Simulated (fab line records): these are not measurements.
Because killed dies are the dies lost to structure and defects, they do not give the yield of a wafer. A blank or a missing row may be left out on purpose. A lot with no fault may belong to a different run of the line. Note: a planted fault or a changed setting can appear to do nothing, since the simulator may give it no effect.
fab line records | flow sky130
record lots=5 wafers=15 lastDay=49
route steps=708 shown GATE_OXIDE@198 POLY_GATE@204 RES_PROTECT@206
lots with no fault: from the same line, run without faults
startH: the number of hours between the record's first day and the start of the first shown wafer of the lot | waitH: time in hours since the lot's previous step | " as in the row above | L1.1+2: one row covering several wafers at once | - no value, or no start was given | * or withheld: withheld | < > ~ a bound
route shown NAME@n: NAME is a module with steps in the file, n the number in the route of the first one | usual: mean/standard deviation of fault-free wafers | same: alike in all rows | chamber/n: place in a boat | sites: the reading at each site | _std_site: their standard deviation | _edge_site: outer sites' mean less inner sites' | radiusMm: for every site, how far away it sits from the centre of the wafer | mask NAME#n: copy n | behind: the tool/chamber that last shaped the wafer | hold: why the lot was held/for how many hours/how that ended | device: the n, p or np transistor that did not switch | end of line: tests run on the same wafers once the route is complete | step lacking rows: just its recipe | killed: dies that structure and defects cost at the first sort, which is not the same as the wafer's yield | map: a wafer's dies, marking killed ones x, the rest . and places with no die _
set.NAME: the setting that was run; set.NAME@STEP: the one run at that earlier step | model.NAME: the simulator's own value behind a step, which no gauge read
lots seen at some steps along the route; tables by step, rows by wafer
services: a tool's chamber out of use, with start hour (startH, from the record's first day; less than 0 if before it), hours out, and reason
## steps
# step SKY_GATE_OXIDE_IMPLANT_11
# recipe species=B energyKev=10 doseCm2=2.6e+12 tiltDeg=withheld
# same implantIonAmu=11
# columns lot.wafer tool chamber startH waitH
L074.2+5+6 implanter-01 0 310.06 0.0
L075.2+3+4 implanter-01 0 318.86 0.0
L086.4+5+6 implanter-01 0 406.13 0.1
L087.2+4+5 implanter-02 0 425.42 0.0
L088.3+5+6 implanter-03 0 432.25 0.1
# step SKY_GATE_OXIDE_WET_ETCH_12
# recipe chemistry=dHF targetDepthNm=16.8 dry=n2Spin target=SiO2 dilution=100:1 tempC=25 timeS=336
# same timeS=336
# columns lot.wafer tool chamber startH waitH
L074.2+5+6 wetBench-01 1 310.18 0.1
L075.2+3+4 wetBench-04 3 318.98 0.1
L086.4+5+6 wetBench-01 2 406.20 0.1
L087.2+4+5 wetBench-04 0 425.55 0.1
L088.3+5+6 wetBench-03 3 432.35 0.1
# step SKY_GATE_OXIDE_STRIP_13
# recipe chemistry=O2/N2 powerW=1400 pressureMtorr=1500 platenTempC=withheld o2FlowSccm=3000 n2FlowSccm=300 overashFraction=0.5
# usual drypumpMotorCurrentA=5.68/0.26 oesProductAu=0.716/0.0044 stripTimeToEndpointS=14.19/0.038
# columns lot.wafer tool chamber startH waitH drypumpMotorCurrentA oesProductAu rfHoursCounterH stripTimeToEndpointS
L074.2 plasmaAsher-04 1 310.28 0.0 5.43 0.709 56 14.17
L074.5 " 0 " " 6.05 0.722 - 14.13
L074.6 " 1 " " 5.41 0.718 - 14.16
L075.2 plasmaAsher-04 1 319.09 0.0 5.46 0.713 57 14.21
L075.3 " 1 " " 5.43 0.721 - 14.21
L075.4 " 0 " " 6.08 0.725 - 14.19
L086.4 plasmaAsher-03 0 406.34 0.0 5.70 0.722 - 14.16
L086.5 " 1 " " 5.69 0.716 - 14.15
L086.6 " 0 " " 5.72 0.722 - 14.13
L087.2 plasmaAsher-01 1 425.65 0.0 5.20 0.722 29 14.26
L087.4 " 0 " " 5.89 0.723 - 14.23
L087.5 " 0 " " 5.87 0.719 - 14.25
L088.3 plasmaAsher-01 1 432.48 0.0 5.17 0.716 - 14.18
L088.5 " 0 " " 5.86 0.714 - 14.20
L088.6 " 1 " " 5.19 0.712 - 14.25
# step SKY_GATE_OXIDE_TW_MEAS_14
# usual GATE_OXIDE_TW=223.5/2.7
# columns lot.wafer tool chamber startH waitH GATE_OXIDE_TW
L074.2 filmMetro-03 - 310.39 0.1 222.8
L074.5 " - " " 224.3
L074.6 " - " " 224.6
L075.2 filmMetro-04 - 319.20 0.1 220.6
L075.3 " - " " 220.9
L075.4 " - " " 221.0
L086.4 filmMetro-01 - 406.43 0.1 227.7
L086.5 " - " " 226.7
L086.6 " - " " 226.2
L087.2 filmMetro-04 - 425.76 0.1 219.1
L087.4 " - " " 220.3
L087.5 " - " " 218.8
L088.3 filmMetro-01 - 432.57 0.1 225.5
L088.5 " - " " 226.0
L088.6 " - " " 225.6
# step SKY_GATE_OXIDE_CLEAN_15
# recipe chemistry=SC1/SC2 mix=1:4:20 tempC=70 timeS=150 dry=n2Spin
# same timeS=150
# columns lot.wafer tool chamber startH waitH
L074.2+5+6 wetBench-03 3 310.44 0.0
L075.2+3+4 wetBench-03 0 319.25 0.0
L086.4+5+6 wetBench-03 2 406.46 0.0
L087.2+4+5 wetBench-03 2 425.81 0.0
L088.3+5+6 wetBench-04 2 432.61 0.0
# step SKY_GATE_OXIDE_OXIDATION_16
# recipe tempC=800 ambient=O2 idleTempC=700 rampUpCPerMin=10 rampDownCPerMin=3 stabiliseS=600 purgeS=300 targetThkA=35.7 oxTimeS=1915
# usual spikeTcLowerC=800.1/1.1 zonePowerCentrePct=13.7/0.33
# columns lot.wafer tool chamber startH waitH spikeTcLowerC zonePowerCentrePct
L074.2 furnace-02 0 310.49 0.0 800.0 13.9
L074.5 " 0 " " 800.2 14.0
L074.6 " 0 " " 800.5 14.1
L075.2 furnace-02 0 320.82 1.5 799.4 13.9
L075.3 " 0 " " 799.5 14.1
L075.4 " 0 " " 800.5 13.9
L086.4 furnace-01 0 407.64 1.1 800.6 13.4
L086.5 " 0 " " 801.4 13.4
L086.6 " 0 " " 801.3 13.3
L087.2 furnace-02 0 426.65 0.8 797.7 14.2
L087.4 " 0 " " 798.5 14.1
L087.5 " 0 " " 802.2 14.0
L088.3 furnace-01 0 432.66 0.0 800.6 13.6
L088.5 " 0 " " 800.6 13.3
L088.6 " 0 " " 799.5 13.4
# step SKY_POLY_GATE_CVD_00
# recipe material=poly-Si targetThkNm=180 tempC=620 timeS=720 pressureMtorr=200
# usual spikeTcLowerC=621.2/1 zonePowerCentrePct=10.1/0.7
# same timeS=720
# columns lot.wafer tool chamber startH waitH spikeTcLowerC zonePowerCentrePct
L074.2 lpcvd-01 1 312.02 0.0 620.0 9.7
L074.5 " 1 " " 622.1 9.6
L074.6 " 1 " " 620.7 9.7
L075.2 lpcvd-01 1 322.35 0.0 622.3 9.8
L075.3 " 1 " " 622.1 9.7
L075.4 " 1 " " 621.0 9.6
L086.4 lpcvd-01 0 409.18 0.0 621.7 11.4
L086.5 " 0 " " 621.4 11.0
L086.6 " 0 " " 619.2 11.0
L087.2 lpcvd-01 1 428.18 0.0 622.8 9.5
L087.4 " 1 " " 622.3 9.5
L087.5 " 1 " " 620.7 9.6
L088.3 lpcvd-01 1 434.19 0.0 620.5 9.6
L088.5 " 1 " " 621.0 9.7
L088.6 " 1 " " 620.4 9.6
# step SKY_POLY_GATE_THK_MEAS_01
# recipe reads=poly-Si_of_POLY_GATE_CVD_00
# usual POLY_GATE_CVD_00_THK=180.8/1.8
# columns lot.wafer tool chamber startH waitH POLY_GATE_CVD_00_THK[nm]
L074.2 filmMetro-02 - 313.23 0.0 179.6
L074.5 " - " " 180.9
L074.6 " - " " 181.5
L075.2 filmMetro-01 - 323.56 0.0 181.1
L075.3 " - " " 180.1
L075.4 " - " " 181.9
L086.4 filmMetro-01 - 410.41 0.0 185.3
L086.5 " - " " 186.3
L086.6 " - " " 185.2
L087.2 filmMetro-01 - 429.39 0.0 182.7
L087.4 " - " " 183.3
L087.5 " - " " 183.6
L088.3 filmMetro-02 - 435.41 0.0 181.1
L088.5 " - " " 180.4
L088.6 " - " " 180.9
# step SKY_RES_PROTECT_DEHYDRATE_00
# recipe tempC=200 timeS=60
# usual resistLineTempC=22.99/0.11
# same timeS=60
# columns lot.wafer tool chamber startH waitH resistLineTempC
L074.2 lithoTrack-03 0 325.47 12.2 22.91
L074.5 " 0 " " 23.01
L074.6 " 0 " " 22.82
L075.2 lithoTrack-04 0 336.23 12.7 22.99
L075.3 " 0 " " 22.98
L075.4 " 0 " " 23.10
L086.4 lithoTrack-03 0 425.07 14.7 23.01
L086.5 " 0 " " 23.09
L086.6 " 0 " " 23.02
L087.2 lithoTrack-03 0 444.27 14.9 23.02
L087.4 " 0 " " 22.92
L087.5 " 0 " " 23.08
L088.3 lithoTrack-04 0 450.41 15.0 22.90
L088.5 " 0 " " 22.90
L088.6 " 0 " " 22.99
# step SKY_RES_PROTECT_HMDS_01
# recipe primeTimeS=60 primeTempC=120
# usual resistLineTempC=22.97/0.11
# columns lot.wafer tool chamber startH waitH resistLineTempC
L074.2 lithoTrack-03 0 325.62 0.1 23.08
L074.5 " 0 " " 23.11
L074.6 " 0 " " 23.04
L075.2 lithoTrack-04 0 336.38 0.1 23.11
L075.3 " 0 " " 23.07
L075.4 " 0 " " 23.20
L086.4 lithoTrack-03 0 425.22 0.1 22.99
L086.5 " 0 " " 22.96
L086.6 " 0 " " 22.83
L087.2 lithoTrack-03 0 444.42 0.1 22.96
L087.4 " 0 " " 23.13
L087.5 " 0 " " 22.91
L088.3 lithoTrack-04 0 450.56 0.1 23.13
L088.5 " 0 " " 22.88
L088.6 " 0 " " 22.92
# step SKY_RES_PROTECT_COAT_02
# recipe resist=NOVOLAK spinRpm=3000 resistThkNm=1140
# usual resistLineTempC=22.98/0.1
# columns lot.wafer tool chamber startH waitH resistLineTempC
L074.2 lithoTrack-03 0 325.77 0.1 22.87
L074.5 " 0 " " 22.84
L074.6 " 0 " " 22.74
L075.2 lithoTrack-04 0 336.53 0.1 23.03
L075.3 " 0 " " 22.94
L075.4 " 0 " " 22.90
L086.4 lithoTrack-03 0 425.37 0.1 23.00
L086.5 " 0 " " 22.91
L086.6 " 0 " " 22.86
L087.2 lithoTrack-03 0 444.57 0.1 23.10
L087.4 " 0 " " 23.08
L087.5 " 0 " " 22.94
L088.3 lithoTrack-04 0 450.71 0.1 22.88
L088.5 " 0 " " 22.94
L088.6 " 0 " " 22.83
# step SKY_RES_PROTECT_SOFTBAKE_03
# recipe tempC=90 timeS=60 resist=NOVOLAK
# usual resistLineTempC=22.99/0.1
# same timeS=60
# columns lot.wafer tool chamber startH waitH resistLineTempC
L074.2 lithoTrack-03 0 325.92 0.1 22.99
L074.5 " 0 " " 23.05
L074.6 " 0 " " 22.86
L075.2 lithoTrack-04 0 336.68 0.1 22.96
L075.3 " 0 " " 23.17
L075.4 " 0 " " 22.92
L086.4 lithoTrack-03 0 425.52 0.1 23.01
L086.5 " 0 " " 22.82
L086.6 " 0 " " 23.04
L087.2 lithoTrack-03 0 444.72 0.1 23.08
L087.4 " 0 " " 23.10
L087.5 " 0 " " 22.99
L088.3 lithoTrack-04 0 450.86 0.1 23.01
L088.5 " 0 " " 22.98
L088.6 " 0 " " 23.02
# step SKY_RES_PROTECT_EXPOSE_04
# recipe maskId=RPM na=0.6 sourceShape=conventional sigmaOuter=0.6 polarization=unpolarized targetCdNm=1270 doseMj=131
# columns lot.wafer tool chamber startH waitH mask
L074.2+5+6 ilineStepper-02 0 - - RPM#0
L075.2+3+4 ilineStepper-01 0 - - RPM#0
L086.4+5+6 ilineStepper-02 0 - - RPM#0
L087.2+4+5 ilineStepper-02 0 - - RPM#0
L088.3+5+6 ilineStepper-01 0 - - RPM#0
# step SKY_RES_PROTECT_PEB_05
# recipe tempC=withheld timeS=* resist=NOVOLAK
# usual resistLineTempC=*
# same timeS=*
# columns lot.wafer tool chamber startH waitH resistLineTempC
L074.2 lithoTrack-03 0 - - *
L074.5 " 0 " " *
L074.6 " 0 " " *
L075.2 lithoTrack-04 0 - - *
L075.3 " 0 " " *
L075.4 " 0 " " *
L086.4 lithoTrack-03 0 - - *
L086.5 " 0 " " *
L086.6 " 0 " " *
L087.2 lithoTrack-03 0 - - *
L087.4 " 0 " " *
L087.5 " 0 " " *
L088.3 lithoTrack-04 0 - - *
L088.5 " 0 " " *
L088.6 " 0 " " *
# step SKY_RES_PROTECT_DEVELOP_06
# recipe resist=NOVOLAK developer=TMAH developTimeS=60 devTempC=23
# usual resistLineTempC=23.01/0.1
# columns lot.wafer tool chamber startH waitH resistLineTempC
L074.2 lithoTrack-03 0 338.87 0.1 22.94
L074.5 " 0 " " 23.11
L074.6 " 0 " " 22.93
L075.2 lithoTrack-04 0 350.38 0.1 23.00
L075.3 " 0 " " 23.13
L075.4 " 0 " " 23.01
L086.4 lithoTrack-03 0 440.62 0.1 23.06
L086.5 " 0 " " 23.00
L086.6 " 0 " " 22.87
L087.2 lithoTrack-03 0 460.17 0.1 22.82
L087.4 " 0 " " 23.00
L087.5 " 0 " " 23.08
L088.3 lithoTrack-04 0 466.11 0.1 23.03
L088.5 " 0 " " 22.98
L088.6 " 0 " " 23.08
# step SKY_POLY_GATE_IMPLANT_02
# recipe species=P energyKev=30 doseCm2=7.7e+15 tiltDeg=0
# same implantIonAmu=31
# columns lot.wafer tool chamber startH waitH
L074.2+5+6 implanter-02 0 339.02 0.1
L075.2+3+4 implanter-02 0 350.53 0.1
L086.4+5+6 implanter-04 0 440.77 0.1
L087.2+4+5 implanter-04 0 460.32 0.1
L088.3+5+6 implanter-02 0 466.26 0.1
# step SKY_RES_PROTECT_STRIP_07
# recipe chemistry=O2/N2 powerW=1400 pressureMtorr=1500 platenTempC=withheld o2FlowSccm=3000 n2FlowSccm=300 overashFraction=0.5
# usual drypumpMotorCurrentA=6.0/0.49 oesProductAu=0.518/0.0043 stripTimeToEndpointS=23.29/0.04
# columns lot.wafer tool chamber startH waitH drypumpMotorCurrentA oesProductAu rfHoursCounterH stripTimeToEndpointS
L074.2 plasmaAsher-02 0 339.14 0.1 6.8 0.523 69 23.24
L074.5 " 0 " " 6.8 0.518 - 23.20
L074.6 " 1 " " 5.7 0.515 - 23.28
L075.2 plasmaAsher-03 1 350.66 0.1 5.7 0.519 55 23.30
L075.3 " 0 " " 5.7 0.520 - 23.30
L075.4 " 1 " " 5.7 0.518 - 23.26
L086.4 plasmaAsher-02 0 440.88 0.1 6.8 0.510 - 23.26
L086.5 " 0 " " 6.8 0.517 - 23.26
L086.6 " 1 " " 5.8 0.506 - 23.27
L087.2 plasmaAsher-04 0 460.44 0.1 6.1 0.517 71 23.24
L087.4 " 0 " " 6.0 0.524 - 23.29
L087.5 " 1 " " 5.4 0.516 - 23.26
L088.3 plasmaAsher-04 1 466.39 0.1 5.5 0.516 - 23.32
L088.5 " 1 " " 5.4 0.514 - 23.37
L088.6 " 0 " " 6.1 0.513 - 23.41
# step SKY_RES_PROTECT_TW_MEAS_08
# usual POLY_GATE_TW=3996/33
# columns lot.wafer tool chamber startH waitH POLY_GATE_TW
L074.2 filmMetro-02 - 339.25 0.1 4018
L074.5 " - " " 4003
L074.6 " - " " 4009
L075.2 filmMetro-04 - 350.77 0.1 3971
L075.3 " - " " 3977
L075.4 " - " " 3975
L086.4 filmMetro-02 - 440.97 0.1 4007
L086.5 " - " " 4017
L086.6 " - " " 3993
L087.2 filmMetro-04 - 460.55 0.1 3971
L087.4 " - " " 3958
L087.5 " - " " 3930
L088.3 filmMetro-04 - 466.48 0.1 3973
L088.5 " - " " 3947
L088.6 " - " " 3959
# step SKY_RES_PROTECT_CLEAN_09
# recipe chemistry=SC1/SC2 mix=1:4:20 tempC=70 timeS=150 dry=n2Spin
# same timeS=150
# columns lot.wafer tool chamber startH waitH
L074.2+5+6 wetBench-02 0 339.30 0.0
L075.2+3+4 wetBench-04 3 350.82 0.0
L086.4+5+6 wetBench-03 0 441.00 0.0
L087.2+4+5 wetBench-03 0 460.60 0.0
L088.3+5+6 wetBench-02 3 466.52 0.0
# step SKY_POLY_GATE_CVD_03
# recipe material=Si3N4 precursor=DCS/NH3 targetThkNm=75 tempC=770 timeS=1290 pressureMtorr=250
# usual spikeTcLowerC=770.7/1.1 zonePowerCentrePct=13.0/0.44
# same timeS=1290
# columns lot.wafer tool chamber startH waitH spikeTcLowerC zonePowerCentrePct
L074.2 lpcvd-02 0 339.83 0.5 771.1 12.7
L074.5 " 0 " " 769.4 12.8
L074.6 " 0 " " 768.4 12.6
L075.2 lpcvd-02 1 350.87 0.0 771.5 13.4
L075.3 " 1 " " 772.8 13.4
L075.4 " 1 " " 771.3 13.5
L086.4 lpcvd-02 0 441.05 0.0 771.7 12.4
L086.5 " 0 " " 770.4 12.7
L086.6 " 0 " " 768.4 12.4
L087.2 lpcvd-02 1 460.65 0.0 770.9 13.5
L087.4 " 1 " " 772.2 13.4
L087.5 " 1 " " 770.6 13.4
L088.3 lpcvd-02 1 467.62 1.0 772.0 13.6
L088.5 " 1 " " 771.6 13.7
L088.6 " 1 " " 770.5 13.5
# step SKY_POLY_GATE_THK_MEAS_04
# recipe reads=Si3N4_of_POLY_GATE_CVD_03
# usual POLY_GATE_CVD_03_THK=75.2/0.73
# columns lot.wafer tool chamber startH waitH POLY_GATE_CVD_03_THK[nm]
L074.2 filmMetro-03 - 341.20 0.0 74.9
L074.5 " - " " 75.5
L074.6 " - " " 74.5
L075.2 filmMetro-02 - 352.24 0.0 75.8
L075.3 " - " " 75.6
L075.4 " - " " 75.3
L086.4 filmMetro-02 - 442.44 0.0 77.0
L086.5 " - " " 77.7
L086.6 " - " " 77.3
L087.2 filmMetro-02 - 462.02 0.0 75.2
L087.4 " - " " 75.4
L087.5 " - " " 75.8
L088.3 filmMetro-03 - 469.00 0.0 75.3
L088.5 " - " " 74.9
L088.6 " - " " 75.4
# step SKY_POLY_GATE_DEHYDRATE_05
# recipe tempC=200 timeS=60
# usual resistLineTempC=22.99/0.099
# same timeS=60
# columns lot.wafer tool chamber startH waitH resistLineTempC
L074.2 lithoTrack-03 0 354.67 13.5 22.96
L074.5 " 0 " " 22.76
L074.6 " 0 " " 22.89
L075.2 lithoTrack-03 0 365.92 13.7 22.99
L075.3 " 0 " " 22.98
L075.4 " 0 " " 22.96
L086.4 lithoTrack-03 0 457.32 14.9 22.94
L086.5 " 0 " " 22.84
L086.6 " 0 " " 23.09
L087.2 lithoTrack-01 0 476.54 14.5 22.79
L087.4 " 0 " " 22.89
L087.5 " 0 " " 22.95
L088.3 lithoTrack-04 0 483.96 15.0 23.02
L088.5 " 0 " " 22.85
L088.6 " 0 " " 22.93
# step SKY_POLY_GATE_HMDS_06
# recipe primeTimeS=60 primeTempC=120
# usual resistLineTempC=23.03/0.12
# columns lot.wafer tool chamber startH waitH resistLineTempC
L074.2 lithoTrack-03 0 354.82 0.1 23.08
L074.5 " 0 " " 22.96
L074.6 " 0 " " 23.05
L075.2 lithoTrack-03 0 366.07 0.1 23.08
L075.3 " 0 " " 23.02
L075.4 " 0 " " 23.13
L086.4 lithoTrack-03 0 457.47 0.1 23.09
L086.5 " 0 " " 23.05
L086.6 " 0 " " 22.96
L087.2 lithoTrack-01 0 476.69 0.1 23.15
L087.4 " 0 " " 23.08
L087.5 " 0 " " 22.92
L088.3 lithoTrack-04 0 484.11 0.1 23.16
L088.5 " 0 " " 23.15
L088.6 " 0 " " 23.17
# step SKY_POLY_GATE_COAT_07
# recipe resist=BARC tempC=withheld timeS=withheld spinRpm=3000 resistThkNm=110
# usual resistLineTempC=*
# columns lot.wafer tool chamber startH waitH resistLineTempC
L074.2 lithoTrack-03 0 354.97 0.1 *
L074.5 " 0 " " *
L074.6 " 0 " " *
L075.2 lithoTrack-03 0 366.22 0.1 *
L075.3 " 0 " " *
L075.4 " 0 " " *
L086.4 lithoTrack-03 0 457.62 0.1 *
L086.5 " 0 " " *
L086.6 " 0 " " *
L087.2 lithoTrack-01 0 476.84 0.1 *
L087.4 " 0 " " *
L087.5 " 0 " " *
L088.3 lithoTrack-04 0 484.26 0.1 *
L088.5 " 0 " " *
L088.6 " 0 " " *
# step SKY_POLY_GATE_COAT_08
# recipe resist=KrF-thick spinRpm=3000 resistThkNm=450
# usual resistLineTempC=22.99/0.099
# columns lot.wafer tool chamber startH waitH resistLineTempC
L074.2 lithoTrack-03 0 - - 22.93
L074.5 " 0 " " 23.08
L074.6 " 0 " " 22.90
L075.2 lithoTrack-03 0 - - 22.92
L075.3 " 0 " " 22.98
L075.4 " 0 " " 23.00
L086.4 lithoTrack-03 0 - - 23.17
L086.5 " 0 " " 23.03
L086.6 " 0 " " 23.13
L087.2 lithoTrack-01 0 - - 22.96
L087.4 " 0 " " 23.00
L087.5 " 0 " " 23.05
L088.3 lithoTrack-04 0 - - 23.03
L088.5 " 0 " " 22.89
L088.6 " 0 " " 23.03
# step SKY_POLY_GATE_SOFTBAKE_09
# recipe tempC=100 timeS=90 resist=KrF-thick
# usual resistLineTempC=23.01/0.11
# same timeS=90
# columns lot.wafer tool chamber startH waitH resistLineTempC
L074.2 lithoTrack-03 0 - - 23.02
L074.5 " 0 " " 23.16
L074.6 " 0 " " 23.09
L075.2 lithoTrack-03 0 - - 22.97
L075.3 " 0 " " 22.94
L075.4 " 0 " " 22.96
L086.4 lithoTrack-03 0 - - 22.96
L086.5 " 0 " " 22.90
L086.6 " 0 " " 22.96
L087.2 lithoTrack-01 0 - - 23.04
L087.4 " 0 " " 23.09
L087.5 " 0 " " 22.92
L088.3 lithoTrack-04 0 - - 23.03
L088.5 " 0 " " 23.19
L088.6 " 0 " " 23.08
# step SKY_POLY_GATE_EXPOSE_10
# recipe maskId=P1M na=0.68 sourceShape=conventional sigmaOuter=0.6 targetCdNm=150 doseMj=28
# columns lot.wafer tool chamber startH waitH mask
L074.2+5+6 krfScanner-02 0 - - P1M#0
L075.2+3+4 krfScanner-01 0 - - P1M#0
L086.4+5+6 krfScanner-01 0 - - P1M#0
L087.2+4+5 krfScanner-01 0 - - P1M#0
L088.3+5+6 krfScanner-01 0 - - P1M#0
# step SKY_POLY_GATE_PEB_11
# recipe pebTempC=withheld pebTimeS=withheld resist=KrF-thick
# usual resistLineTempC=*
# columns lot.wafer tool chamber startH waitH resistLineTempC
L074.2 lithoTrack-04 0 - - *
L074.5 " 0 " " *
L074.6 " 0 " " *
L075.2 lithoTrack-03 0 - - *
L075.3 " 0 " " *
L075.4 " 0 " " *
L086.4 lithoTrack-01 0 - - *
L086.5 " 0 " " *
L086.6 " 0 " " *
L087.2 lithoTrack-04 0 - - *
L087.4 " 0 " " *
L087.5 " 0 " " *
L088.3 lithoTrack-03 0 - - *
L088.5 " 0 " " *
L088.6 " 0 " " *
# step SKY_POLY_GATE_DEVELOP_12
# recipe developTimeS=60 resist=KrF-thick devTempC=21
# usual resistLineTempC=23.01/0.098
# columns lot.wafer tool chamber startH waitH resistLineTempC
L074.2 lithoTrack-04 0 - - 23.06
L074.5 " 0 " " 23.15
L074.6 " 0 " " 22.98
L075.2 lithoTrack-03 0 - - 22.94
L075.3 " 0 " " 23.08
L075.4 " 0 " " 23.21
L086.4 lithoTrack-01 0 - - 22.99
L086.5 " 0 " " 23.06
L086.6 " 0 " " 23.00
L087.2 lithoTrack-04 0 - - 23.08
L087.4 " 0 " " 22.96
L087.5 " 0 " " 22.91
L088.3 lithoTrack-03 0 - - 22.88
L088.5 " 0 " " 23.43
L088.6 " 0 " " 23.04
# step SKY_POLY_GATE_CD_MEAS_13
# recipe targetCdNm=150
# usual cdNm=149.5/1.5
# columns lot.wafer tool chamber startH waitH cdNm
L074.2 cdSem-02 - 369.83 - 150.2
L074.5 " - " " 150.5
L074.6 " - " " 150.5
L075.2 cdSem-01 - 380.61 - 149.3
L075.3 " - " " 151.1
L075.4 " - " " 150.9
L086.4 cdSem-02 - 472.88 - 150.5
L086.5 " - " " 150.2
L086.6 " - " " 151.2
L087.2 cdSem-01 - 492.98 - 150.1
L087.4 " - " " 149.4
L087.5 " - " " 151.5
L088.3 cdSem-01 - 499.73 - 150.2
L088.5 " - " " 150.1
L088.6 " - " " 151.2
# step SKY_POLY_GATE_OVL_MEAS_14
# usual POLY_GATE_OVL=1/4.9
# columns lot.wafer tool chamber startH waitH POLY_GATE_OVL[nm]
L074.2 overlay-02 - 369.94 0.1 -2
L074.5 " - " " 7
L074.6 " - " " 7
L075.2 overlay-01 - 380.72 0.1 0
L075.3 " - " " 7
L075.4 " - " " 12
L086.4 overlay-01 - 472.95 0.1 -1
L086.5 " - " " 1
L086.6 " - " " 6
L087.2 overlay-02 - 493.08 0.1 3
L087.4 " - " " 5
L087.5 " - " " -3
L088.3 overlay-02 - 499.82 0.1 5
L088.5 " - " " 2
L088.6 " - " " 5
# step SKY_POLY_GATE_ETCH_15
# recipe chemistry=N2/H2 target=BARC ionEnergyEv=200 sourceW=500 biasW=100 pressureMtorr=30 n2FlowSccm=100 h2FlowSccm=200 stopOn=SiO2 timeS=118.5 targetDepthA=1100
# usual drypumpMotorCurrentA=5.8/0.44 oesProductAu=0.716/0.0046 throttleValvePct=13.213/0.0084
# same timeS=118.5
# columns lot.wafer tool chamber startH waitH drypumpMotorCurrentA oesProductAu rfHoursCounterH throttleValvePct
L074.2 rieDiel-03 2 369.97 0.0 6.2 0.715 42 13.208
L074.5 " 1 " " 6.1 0.718 - 13.210
L074.6 " 2 " " 6.2 0.713 - 13.206
L075.2 rieDiel-03 0 380.75 0.0 5.1 0.714 30 13.223
L075.3 " 2 " " 6.2 0.709 43 13.215
L075.4 " 3 " " 6.1 0.710 31 13.218
L086.4 rieDiel-03 1 472.97 0.0 6.1 0.713 3 13.227
L086.5 " 3 " " 6.1 0.717 - 13.226
L086.6 " 0 " " 5.1 0.720 - 13.217
L087.2 rieDiel-02 1 493.11 0.0 5.8 0.719 9 13.218
L087.4 " 2 " " 5.1 0.720 79 13.208
L087.5 " 0 " " 5.0 0.717 - 13.211
L088.3 rieDiel-04 0 499.85 0.0 6.0 0.715 87 13.211
L088.5 " 0 " " 6.0 0.717 - 13.214
L088.6 " 3 " " 6.1 0.713 - 13.223
# step SKY_POLY_GATE_ETCH_16
# recipe stopOn=poly-Si chemistry=CH3F/O2 target=Si3N4 sourceW=400 biasW=80 pressureMtorr=25 ch3fFlowSccm=40 O2_flow_sccm=30 timeS=147.5 targetDepthA=750
# usual drypumpMotorCurrentA=5.8/0.44 oesProductAu=0.641/0.005 throttleValvePct=10.534/0.01
# same timeS=147.5
# columns lot.wafer tool chamber startH waitH drypumpMotorCurrentA oesProductAu rfHoursCounterH throttleValvePct
L074.2 rieDiel-03 2 370.05 0.0 6.2 0.636 42 10.534
L074.5 " 1 " " 6.1 0.647 - 10.519
L074.6 " 2 " " 6.1 0.647 - 10.530
L075.2 rieDiel-03 0 380.83 0.0 5.1 0.641 30 10.556
L075.3 " 2 " " 6.2 0.648 43 10.527
L075.4 " 3 " " 6.0 0.642 31 10.540
L086.4 rieDiel-03 1 473.05 0.0 6.1 0.642 3 10.526
L086.5 " 3 " " 6.1 0.654 - 10.534
L086.6 " 0 " " 5.1 0.649 - 10.541
L087.2 rieDiel-02 1 493.20 0.0 5.8 0.636 9 10.559
L087.4 " 2 " " 5.1 0.650 79 10.534
L087.5 " 0 " " 5.0 0.648 - 10.533
L088.3 rieDiel-04 0 499.93 0.0 6.0 0.644 87 10.546
L088.5 " 0 " " 6.0 0.643 - 10.548
L088.6 " 3 " " 6.1 0.644 - 10.528
# step SKY_POLY_GATE_ETCH_17
# recipe targetDepthNm=180 stopOn=SiO2 overEtchFrac=0.56667 chemistry=HBr/Cl2 target=poly-Si icpW=400 biasW=100 pressureMtorr=10 HBr_flow_sccm=150 Cl2_flow_sccm=50 timeS=70.5
# usual drypumpMotorCurrentA=5.9/0.52 oesProductAu=0.986/0.009 throttleValvePct=33.684/0.0093
# same overEtchFrac=0.56667 timeS=70.5
# columns lot.wafer tool chamber startH waitH drypumpMotorCurrentA oesProductAu rfHoursCounterH throttleValvePct
L074.2 rieSi-02 0 370.15 0.0 6.3 0.991 9 33.693
L074.5 " 1 " " 6.2 0.989 - 33.687
L074.6 " 0 " " 6.3 0.996 - 33.673
L075.2 rieSi-01 0 380.93 0.0 5.7 0.983 26 33.691
L075.3 " 1 " " 5.5 0.987 22 33.686
L075.4 " 2 " " 5.0 0.967 4 33.701
L086.4 rieSi-01 2 473.18 0.1 5.0 0.984 - 33.693
L086.5 " 3 " " 6.6 0.990 - 33.683
L086.6 " 1 " " 5.5 0.997 - 33.679
L087.2 rieSi-02 3 493.30 0.0 6.1 1.004 4 33.692
L087.4 " 2 " " 5.4 0.994 21 33.682
L087.5 " 0 " " 6.2 0.985 - 33.673
L088.3 rieSi-01 2 500.03 0.0 5.0 0.959 5 33.691
L088.5 " 2 " " 5.0 0.972 - 33.684
L088.6 " 1 " " 5.5 0.975 - 33.693
## services
# columns tool chamber startH hours kind
rieSi-01 1 290.79 6.2 repair
rieDiel-03 - 306.43 0.4 repair
krfScanner-01 - 310.59 4.0 pm
lpcvd-01 - 314.79 1.6 repair
ilineStepper-02 - 321.31 1.7 pm
krfScanner-01 - 328.86 0.8 pm
plasmaAsher-04 - 357.79 2.8 pm
implanter-02 - 357.79 2.5 repair
rieSi-01 - 398.74 0.7 repair
rieDiel-03 3 403.98 10.1 repair
krfScanner-01 - 408.09 1.0 pm
rieDiel-03 1 409.76 4.0 repair
implanter-01 - 422.51 3.6 repair
krfScanner-01 - 425.47 0.2 repair
implanter-02 - 426.87 1.9 repair
krfScanner-01 - 433.61 1.3 pm
furnace-02 - 434.05 3.5 pm
lpcvd-01 - 447.15 2.8 pm
wetBench-04 - 455.09 6.5 repair
rieSi-01 0 456.08 19.7 repair
lpcvd-02 - 456.47 2.8 pm
krfScanner-01 - 461.06 0.1 repair
krfScanner-01 - 491.63 0.2 repair
krfScanner-01 - 497.66 0.8 pm
## key
fault none
